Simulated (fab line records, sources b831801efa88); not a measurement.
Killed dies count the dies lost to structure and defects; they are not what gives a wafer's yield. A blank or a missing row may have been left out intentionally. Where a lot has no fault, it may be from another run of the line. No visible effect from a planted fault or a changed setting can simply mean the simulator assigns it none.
Comparing a struck lot with a sound one -- flow sky130 -- 18 out of 708 route steps
Sound: wafers L610.3, L610.4, L610.6. Struck: wafers L614.4, L614.6. (L614.1 of the same lot was not struck and is left out.) The cause comes at the end.
At each step with rows: each side's tool, then ch and its chambers, then its first start. Under that, the readings that differ: sound wafers -- struck wafers -- difference of the means -- sigmas: that difference in standard deviations of wafers without a fault.
alike: readings with means less than 2 such deviations apart, plus words and numbers identical on both sides. not compared: withheld readings, readings lacking a value on some wafer, bounds such as >300 that could conceal the same value, and numbers that have no deviation in the record and whose values overlap.
A row with sigmas, a row that says differs or no value, or rows on one side alone: a step with any of these is where the two part. Numbers that don't overlap but have no deviation are shown without sigmas and don't part them. Lack of a reading on every wafer of one side parts them only where that side has two or more wafers.

first, 3 steps without rows for these wafers: SKY_VIA1_EXPOSE_09 (exposes mask VIM, target cd 150 nm); SKY_VIA1_PEB_10; SKY_VIA1_DEVELOP_11 (develop time 60 s).
SKY_VIA1_CD_MEAS_12: the cd target is 150 nm.
  sound: cdSem-02 at day 33 22:52; struck: cdSem-02 at day 35 09:37
  alike: cdNm
SKY_VIA1_OVL_MEAS_13:
  sound: overlay-02 at day 33 22:57; struck: overlay-01 at day 35 09:44
reading,sound,struck,difference,sigmas
VIA1_OVL (nm),1 3 -1,16 12,+13,+2
SKY_VIA1_ETCH_14: etches BARC in N2/H2, stops on SiO2, time 45.9 s, target depth 60 nm.
  sound on rieDiel-02 ch 2,3, day 33 22:59; struck on rieDiel-01 ch 1,2, day 35 09:47
  alike: drypumpMotorCurrentA, oesProductAu, throttleValvePct
  not compared: rfHoursCounterH
SKY_VIA1_ETCH_15: etches SiO2 in C4F8/O2/Ar, stops on TiN, target depth 351 nm, time 54 s.
  sound on rieDiel-02 ch 2,3, day 33 23:01; struck on rieDiel-01 ch 1,2, day 35 09:49
  alike: oesProductAu
  not compared: rfHoursCounterH
SKY_VIA1_STRIP_16: strips in O2/N2.
  sound on plasmaAsher-01 ch 0,1, day 33 23:06; struck on plasmaAsher-02 ch 0, day 35 09:52
reading,sound,struck,difference,sigmas
drypumpMotorCurrentA (A),5.7 5.7 5.6,6.7 6.6,+1.0,+2
oesProductAu (a.u.),0.406 0.412 0.415,0.417 0.426,+0.011,+2
  alike: stripTimeToEndpointS
  not compared: rfHoursCounterH
then, 3 steps without rows for these wafers: SKY_VIA1_STRIP_17 (strips in post etch residue remover, time 1200 s); SKY_VIA1_CLEAN_18 (cleans in IPA, time 180 s); SKY_VIA1_CLEAN_19 (cleans in O3/DIW).
SKY_VIA1_SPUTTER_20: material TiN, target thk 20 nm, time 80 s.
  sound: pvdSputter-04 at day 33 23:40; struck: pvdSputter-01 at day 35 10:30
  alike: throttleValvePct
SKY_VIA1_CVD_21: deposits W, target thk 270 nm, time 80.902 s.
  sound on cvdW-01 ch 0,1, day 33 23:45; struck on cvdW-02 ch 1, day 35 10:34
reading,sound,struck,difference,sigmas
heaterPowerW (W),794 798 801,899 918,+111,+2
model.W_of_VIA1_CVD_21.thkNm (nm),270.4 268 267,379.7 381.2,+112.0,
  alike: heaterPowerOuterW
SKY_VIA1_RS_MEAS_22: uses a four-point probe to measure.
  sound: filmMetro-02 at day 33 23:51; struck: filmMetro-02 at day 35 10:40
reading,sound,struck,difference,sigmas
VIA1_W_RS (ohm/sq),0.426 0.429 0.431,0.302 0.301,-0.127,-20
SKY_VIA1_THK_MEAS_23: measures by xrf.
  sound: filmMetro-02 at day 33 23:57; struck: filmMetro-02 at day 35 10:47
reading,sound,struck,difference,sigmas
VIA1_W_THK (nm),273 270 270,386 389,+116,+26
SKY_VIA1_CMP_24: polishes, stops on SiO2, t overpolish 15 s, target thk 0 nm.
  sound on cmp-01 ch 0,2, day 34 00:02; struck on cmp-01 ch 0,1, day 35 10:50
reading,sound,struck,difference,sigmas
timeToEndpointS (s),61 60 61,88 89,+28,+6
  alike: motorCurrentA
SKY_METAL2_SPUTTER_00: material Ti, target thk 15 nm, time 10 s.
  sound: pvdSputter-02 at day 34 00:17; struck: pvdSputter-04 at day 35 11:08
  alike: throttleValvePct
-- the record jumps here: 11 days lie between the struck wafers' starts before and after (it left off in module METAL2 and takes up again in module PAD_OPEN, whose first step shown is number 708 of the route) --
SKY_PAD_OPEN_PROBE_99:
  sound: prober-02 at day 45 20:44; struck: prober-02 at day 46 22:19
reading,sound,struck,difference,sigmas
killed_at_M0_to_M3,63 33 46,38 23,-17,-2
  alike: defectLimitedYield, killed_at_M4_up, killedAtContacts, killedAtFrontEnd, killedAtOther, killedDies, killedOpen, killedShort, sort_bin_3_pad_short, sort_bin_5_function, sort_bin_6_memory, sortNPass, sortYieldPct

## WHERE THEY PART
Earliest at SKY_VIA1_OVL_MEAS_13; latest, in this record, at SKY_PAD_OPEN_PROBE_99.

WHY: what the simulator had put in
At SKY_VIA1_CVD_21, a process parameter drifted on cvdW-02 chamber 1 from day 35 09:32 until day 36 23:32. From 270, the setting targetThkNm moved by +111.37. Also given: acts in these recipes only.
